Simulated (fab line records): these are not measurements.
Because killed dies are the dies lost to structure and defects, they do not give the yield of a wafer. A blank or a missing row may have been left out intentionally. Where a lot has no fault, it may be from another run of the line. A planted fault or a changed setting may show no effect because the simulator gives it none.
Comparing a struck lot with a sound one	flow sky130	15 steps out of a route of 708
Sound: the wafers L424.3, L424.5, L424.6. Struck: wafers L428.3, L428.4, L428.5. Last of all comes the cause.
Per side, at each step with rows, come the tool, then ch with its chambers, and then its first start. Under that, the readings that differ: sound wafers	struck wafers	difference of the means	sigmas: that difference in standard deviations of wafers without a fault.
alike: same words and numbers on both sides, and readings whose means sit less than 2 such deviations apart. not compared: any withheld reading, any reading some wafer has no value for, any bound like >300 that may hide the same value, and any number with overlapping values for which the record gives no deviation.
A row with sigmas, a row that says differs or no value, or rows on one side alone: a step with any of these is where the two part. When numbers do not overlap yet have no deviation, they are printed without sigmas and do not part them. A reading that every wafer of one side lacks parts them only if that side has two wafers or more.

first, 4 steps without rows for these wafers: SKY_LI_CONTACT_SOFTBAKE_08 (time 90 s); SKY_LI_CONTACT_EXPOSE_09 (exposes mask LICM1, target cd 170 nm); SKY_LI_CONTACT_PEB_10; SKY_LI_CONTACT_DEVELOP_11 (develop time 60 s).
SKY_LI_CONTACT_CD_MEAS_12: the cd target is 170 nm.
  sound on cd_sem-01, day 31 15:31; struck on cd_sem-01, day 33 11:05
  alike: cd_nm
SKY_LI_CONTACT_OVL_MEAS_13:
  sound on overlay-02, day 31 15:36; struck on overlay-02, day 33 11:11
  alike: LI_CONTACT_OVL
SKY_LI_CONTACT_ETCH_14: etches BARC in N2/H2, stops on SiO2, time 45.9 s, target depth 60 nm.
  sound on rie_diel-03 ch 0,2,3, day 31 15:37; struck on rie_diel-01 ch 1,2, day 33 11:13
reading	sound	struck	difference	sigmas
drypump_motor_current_A (A)	5.05 5.77 5.37	6.02 5.76 6.00	+0.53	+2
  alike: oes_product_au, throttle_valve_pct
  not compared: rf_hours_counter_h
SKY_LI_CONTACT_ETCH_15: etches PSG in C4F8/O2/Ar, stops on Si, target depth 600 nm.
  sound on rie_diel-03 ch 0,2,3, day 31 15:40; struck on rie_diel-01 ch 1,2, day 33 11:15
  alike: oes_product_au
SKY_LI_CONTACT_STRIP_16: strips in O2/N2.
  sound on plasma_asher-03 ch 0,1, day 31 15:47; struck on plasma_asher-04 ch 0,1, day 33 11:22
reading	sound	struck	difference	sigmas
drypump_motor_current_A (A)	5.1 5.1 5.7	6.2 5.8 6.2	+0.8	+2
  alike: oes_product_au, strip_time_to_endpoint_s
  not compared: rf_hours_counter_h
then, 2 steps without rows for these wafers: SKY_LI_CONTACT_CLEAN_17 (cleans in NMP, time 600 s); SKY_LI_CONTACT_PRE_CLEAN_18 (time 5.6 s).
SKY_LI_CONTACT_SPUTTER_19: material Ti, target thk 20 nm, time 106.37 s.
  sound on pvd_sputter-02, day 31 16:02; struck on pvd_sputter-01, day 33 11:38
  alike: cathode_dc_power_W, chamber_pressure_pa, throttle_valve_pct
SKY_LI_CONTACT_SPUTTER_20: material TiN, target thk 20 nm, time 80 s.
  sound on pvd_sputter-02, day 31 16:07; struck on pvd_sputter-01, day 33 11:43
  no value came back on the struck wafers for cathode_dc_power_W (W), chamber_pressure_pa (Pa), throttle_valve_pct (%); on the sound wafers cathode_dc_power_W (W) reads 3999.8 3999.4 4001.0
SKY_LI_CONTACT_CVD_21: deposits W, target thk 400 nm, time 120.56 s.
  sound on cvd_w-01 ch 0,1, day 31 16:13; struck on cvd_w-01 ch 0,1, day 33 11:49
  alike: heater_power_w
  not compared: since_wet_clean_h
-- here the record skips 15 days between the struck wafers' starts before and after, leaving off in module LI_CONTACT and picking up in module PAD_OPEN (first step shown: number 708 of the route) --
SKY_PAD_OPEN_PROBE_99:
  sound on prober-02, day 47 13:29; struck on prober-01, day 48 22:43
reading	sound	struck	difference	sigmas
killed_at_contacts	28 21 22	437 426 417	+403	+81
killed_dies	95 88 93	492 492 492	+400	+43
killed_on_rim	16 17 25	96 96 96	+77	+18
  alike: killed_at_M0_to_M3, killed_at_M4_up, killed_at_front_end, killed_at_other, killed_open, killed_short

WHERE THEY PART
First at SKY_LI_CONTACT_ETCH_14; last, within this record, at SKY_PAD_OPEN_PROBE_99.

WHY: the cause the simulator had injected
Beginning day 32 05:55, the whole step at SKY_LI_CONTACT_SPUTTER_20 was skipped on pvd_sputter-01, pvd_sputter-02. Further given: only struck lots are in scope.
